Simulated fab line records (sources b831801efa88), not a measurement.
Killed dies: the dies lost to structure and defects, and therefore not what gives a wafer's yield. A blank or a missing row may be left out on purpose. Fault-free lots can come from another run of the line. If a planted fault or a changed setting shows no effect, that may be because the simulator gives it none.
One fault through the eyes of 2 desks -- flow sky130 -- numbers are kept per desk, each desk with only its own; the story behind them comes last

== FOR THE TOOL OWNER'S DESK: litho track-04 ==
The tool's own readings at SKY_RES_XHIGH_SOFTBAKE_03 (time 60 s): means of the sampled wafers that have a number, for each lot that ran on this tool. If a lot's mean is further than 4 standard deviations from the usual mean, the lot is out of limits and carries the mark OUT (the distance appears in the brackets).
Columns: A = exhaust pa at SKY_RES_XHIGH_SOFTBAKE_03, usual 45.1 Pa; B = heater power total W at SKY_RES_XHIGH_SOFTBAKE_03, usual 56.59 W; C = run length s at SKY_RES_XHIGH_SOFTBAKE_03, usual 89.24 s
lot,first seen here,A,B,C
L709,day 27 12:25,46.1,56.63,89.14
L708,day 27 16:40,44.5,56.63,89.14
L710,day 28 20:47,44.9,56.55,89.09
L712,day 29 03:46,45.5,56.63,89.30
L723,day 32 09:53,45.3,56.58,90.02 (+5.2) OUT
L724,day 32 22:02,45.1,56.59,90.41 (+7.8) OUT
Finding of this desk: L723, L724 out of limits; the first was L723 at day 32 09:53, on run length s at SKY_RES_XHIGH_SOFTBAKE_03. In limits: L709, L708, L710, L712.

== AT THE METROLOGY DESK ==
Means of the sampled wafers that have a number, per lot and without regard to the tool the lot ran on: this is what the gauges read. If a lot's mean is further than 4 standard deviations from the usual mean, the lot is out of limits and carries the mark OUT (the distance appears in the brackets).
Columns: A = SPACER_CVD_00_THK at SKY_SPACER_THK_MEAS_01, usual 42.9 nm
lot,first seen here,A
L707,day 24 01:43,43.3
L706,day 24 01:44,43.2
L709,day 24 10:18,43.3
L708,day 24 14:19,43.2
L710,day 25 19:19,43.2
L712,day 26 02:29,43.1
L711,day 26 03:41,42.4
L715,day 27 01:44,42.9
L714,day 27 02:56,43.2
L716,day 27 10:25,42.9
L717,day 27 12:41,42.8
L723,day 29 12:16,42.8
L724,day 29 23:09,42.3
This desk's verdict: no lot among the 13 shows anything out of limits.

== PUT TOGETHER ==
On L723, L724, at day 32 09:53, an alarm was possible from the tool owner's desk.
At the metrology desk, nothing out of limits was observed.
The metrology desk holds a record of L723, L724, inside its limits.
Every lot named ran SKY_RES_XHIGH_SOFTBAKE_03 on litho track-04.

== WHAT HAD BEEN PUT IN BY THE SIMULATOR ==
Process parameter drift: litho track-04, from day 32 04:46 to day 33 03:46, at SKY_RES_XHIGH_SOFTBAKE_03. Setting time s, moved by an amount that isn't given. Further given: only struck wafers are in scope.
Lots struck among those shown: L723, L724.
How many hours passed from the start of the fault until each desk's first out-of-limits reading: the tool owner's desk, 5.
